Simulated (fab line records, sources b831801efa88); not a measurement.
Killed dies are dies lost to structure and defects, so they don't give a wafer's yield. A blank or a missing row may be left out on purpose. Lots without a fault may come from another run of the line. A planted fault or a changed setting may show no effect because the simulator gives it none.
Which tool did it? | flow gf180mcu | 14 lots, 42 wafers sampled, at 5 steps of a route of 602

WHAT THE GAUGES READ, wafer by wafer
GF_VT_IMPLANT_RS_MEAS_48: measures by four-point-probe.
lot  | measured     | on            | LVPWELL_RS (ohm/sq)
L433 | day 7 11:42  | film_metro-02 | 1211 1208 1211
L434 | day 8 02:57  | film_metro-01 | 1211 1209 1209
L436 | day 8 14:13  | film_metro-01 | 1212 1213 1211
L437 | day 8 17:35  | film_metro-01 | 1213 1211 1209
L438 | day 9 01:40  | film_metro-01 | 1208 1209 1211
L439 | day 9 08:18  | film_metro-01 | 1213 1212 1211
L440 | day 9 17:51  | film_metro-01 | 1212 1215 1212
L441 | day 9 20:45  | film_metro-02 | 1207 1210 1206
L443 | day 10 10:23 | film_metro-01 | 1212 1209 1211
L444 | day 10 18:17 | film_metro-01 | 1212 1210 1210
L445 | day 10 23:34 | film_metro-01 | 1214 1215 1216
L446 | day 11 04:41 | film_metro-02 | 1205 1206 1209
L451 | day 12 15:20 | film_metro-03 | 1250 1249 1253
L452 | day 12 21:08 | film_metro-02 | 1254 1250 1252

GF_HV_LDD_CD_MEAS_46: target cd 400 nm.
lot  | measured     | on        | cd_nm (nm)
L433 | day 12 10:34 | cd_sem-02 | 393.5 392.9 391.5
L434 | day 13 06:55 | cd_sem-01 | 394.5 394.0 395.2
L436 | day 13 15:00 | cd_sem-01 | 394.0 391.6 389.9
L437 | day 13 23:05 | cd_sem-01 | 391.8 391.4 391.3
L438 | day 14 09:37 | cd_sem-01 | 394.1 393.7 393.7
L439 | day 14 11:32 | cd_sem-01 | 395.5 394.5 394.4
L440 | day 15 00:52 | cd_sem-02 | 392.2 391.6 392.8
L441 | day 15 06:43 | cd_sem-01 | 396.5 397.6 399.1
L443 | day 15 18:43 | cd_sem-01 | 394.7 395.8 394.3
L444 | day 16 04:47 | cd_sem-02 | 392.7 395.4 392.1
L445 | day 16 08:47 | cd_sem-01 | 392.6 392.5 391.7
L446 | day 16 15:11 | cd_sem-02 | 395.4 394.5 396.3
L451 | day 18 13:23 | cd_sem-02 | 394.0 393.5 396.1
L452 | day 18 16:48 | cd_sem-02 | 390.4 389.2 390.7

GF_NSD_CD_MEAS_07: target cd 400 nm.
lot  | measured     | on        | cd_nm (nm)
L433 | day 13 09:08 | cd_sem-01 | 400.4 400.9 398.1
L434 | day 14 07:04 | cd_sem-01 | 404.1 403.3 401.9
L436 | day 14 14:52 | cd_sem-01 | 400.3 401.9 400.8
L437 | day 14 23:59 | cd_sem-01 | 400.5 402.8 400.9
L438 | day 15 10:25 | cd_sem-02 | 400.4 400.2 400.2
L439 | day 15 11:34 | cd_sem-01 | 400.8 402.1 403.8
L440 | day 16 00:53 | cd_sem-02 | 404.2 401.8 403.2
L441 | day 16 07:44 | cd_sem-02 | 402.2 402.6 403.4
L443 | day 16 21:38 | cd_sem-01 | 397.5 399.9 398.3
L444 | day 17 06:59 | cd_sem-02 | 400.5 399.4 402.9
L445 | day 17 10:25 | cd_sem-01 | 400.0 401.5 401.9
L446 | day 17 16:50 | cd_sem-01 | 400.3 400.0 399.7
L451 | day 19 16:32 | cd_sem-01 | 400.7 400.9 399.6
L452 | day 19 21:15 | cd_sem-01 | 398.3 398.5 396.1

GF_PSD_RS_MEAS_14: measures by four-point-probe.
lot  | measured     | on            | NSD_RS (ohm/sq)
L433 | day 14 04:47 | film_metro-02 | 46.27 46.25 46.23
L434 | day 15 05:19 | film_metro-04 | 46.49 46.41 46.37
L436 | day 15 12:31 | film_metro-01 | 46.49 46.45 46.47
L437 | day 15 22:13 | film_metro-01 | 46.45 46.44 46.47
L438 | day 16 08:34 | film_metro-04 | 46.37 46.38 46.37
L439 | day 16 09:26 | film_metro-01 | 46.49 46.51 46.53
L440 | day 16 23:39 | film_metro-01 | 46.57 46.41 46.45
L441 | day 17 07:55 | film_metro-02 | 46.36 46.45 46.30
L443 | day 17 20:28 | film_metro-01 | 46.50 46.43 46.50
L444 | day 18 07:16 | film_metro-04 | 46.46 46.40 46.47
L445 | day 18 10:40 | film_metro-01 | 46.48 46.45 46.43
L446 | day 18 17:46 | film_metro-01 | 46.45 46.43 46.39
L451 | day 20 17:33 | film_metro-04 | 46.38 46.39 46.39
L452 | day 20 22:51 | film_metro-01 | 46.52 46.59 46.53

WHICH TOOL RAN EACH LOT (tool, then ch and the chambers of the sampled wafers, then the start)
lot  | GF_LVPWELL_IMPLANT_08
L433 | implanter-04 ch 0, day 3 18:22
L434 | implanter-04 ch 0, day 4 07:25
L436 | implanter-04 ch 0, day 4 15:24
L437 | implanter-04 ch 0, day 4 19:09
L438 | implanter-03 ch 0, day 5 03:31
L439 | implanter-04 ch 0, day 5 09:28
L440 | implanter-04 ch 0, day 5 16:09
L441 | implanter-04 ch 0, day 5 18:30
L443 | implanter-03 ch 0, day 6 06:30
L444 | implanter-04 ch 0, day 6 12:33
L445 | implanter-02 ch 0, day 6 18:18
L446 | implanter-04 ch 0, day 6 23:03
L451 | implanter-04 ch 0, day 8 01:35
L452 | implanter-04 ch 0, day 8 09:09
- GF_LVPWELL_IMPLANT_08

WHAT THE TOOLS THEMSELVES READ (means of the sampled wafers that have a number; where no wafer has one, the mark that the record gives instead)
GF_LVPWELL_IMPLANT_08.
lot  | tool         | beam_energy_keV | faraday_current_uA
L433 | implanter-04 | 169.97          | 84.0
L434 | implanter-04 | 170.04          | 83.9
L436 | implanter-04 | 170.03          | 83.9
L437 | implanter-04 | 169.95          | 85.2
L438 | implanter-03 | 170.00          | 86.3
L439 | implanter-04 | 170.02          | 84.3
L440 | implanter-04 | 169.96          | 84.1
L441 | implanter-04 | 169.99          | 83.7
L443 | implanter-03 | 170.02          | 85.2
L444 | implanter-04 | 170.00          | 84.9
L445 | implanter-02 | 170.10          | 83.8
L446 | implanter-04 | 170.04          | 84.4
L451 | implanter-04 | 142.50          | 84.1
L452 | implanter-04 | 142.58          | 83.6

THE ANSWER, worked out from the rows above alone
Rule: what is usual is taken from the lots themselves. Put in order of their means at a reading, lots are off if they are a third of the lots or fewer, leave a main group of 4 or more, and stand apart from it by a gap of 3 or more times the standard deviation of the main group's means; of several such gaps the widest counts. A main group whose means are all the same, to the digits that the tables above print for the reading, isn't used. A lot without any number at a reading at which 4 lots or more have one is off too. The other lots that the step has rows for count as sound. The gauges are gone through in route order, then the tools' own readings, and for those a lot's mean is taken as printed above. The first step at which some lot is off is used, and at that step the reading that is off furthest; a lot without a number counts as furthest.
Off: L451, L452, at GF_VT_IMPLANT_RS_MEAS_48 (LVPWELL_RS). The main group: mean 1211 ohm/sq, standard deviation 2.2.
A tool fits if, at a process step before that reading, it ran every lot that is off, and no sound lot after the first of them. The gauges at GF_VT_IMPLANT_RS_MEAS_48 aren't tried: what is off there is off at GF_LVPWELL_IMPLANT_08 too, on other tools, and a gauge's error can't cause that. One fits: implanter-04 at GF_LVPWELL_IMPLANT_08. Its last sound lot is L446 (day 6 23:03), its first lot that is off L451 (day 8 01:35): a fault that began between those two fits.
The tool's own readings at GF_LVPWELL_IMPLANT_08 bear it out: on the lots that are off they differ by more than 5 times the standard deviation of the sound lots' means. beam_energy_keV reads 142.54 there against 170.01 on the sound lots.

WHAT THE SIMULATOR HAD PUT IN
Process parameter drift: implanter-04, from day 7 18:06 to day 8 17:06, at GF_LVPWELL_IMPLANT_08. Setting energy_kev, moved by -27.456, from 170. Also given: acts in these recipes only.
Lots struck among those shown: L451, L452. The rule above found the same.
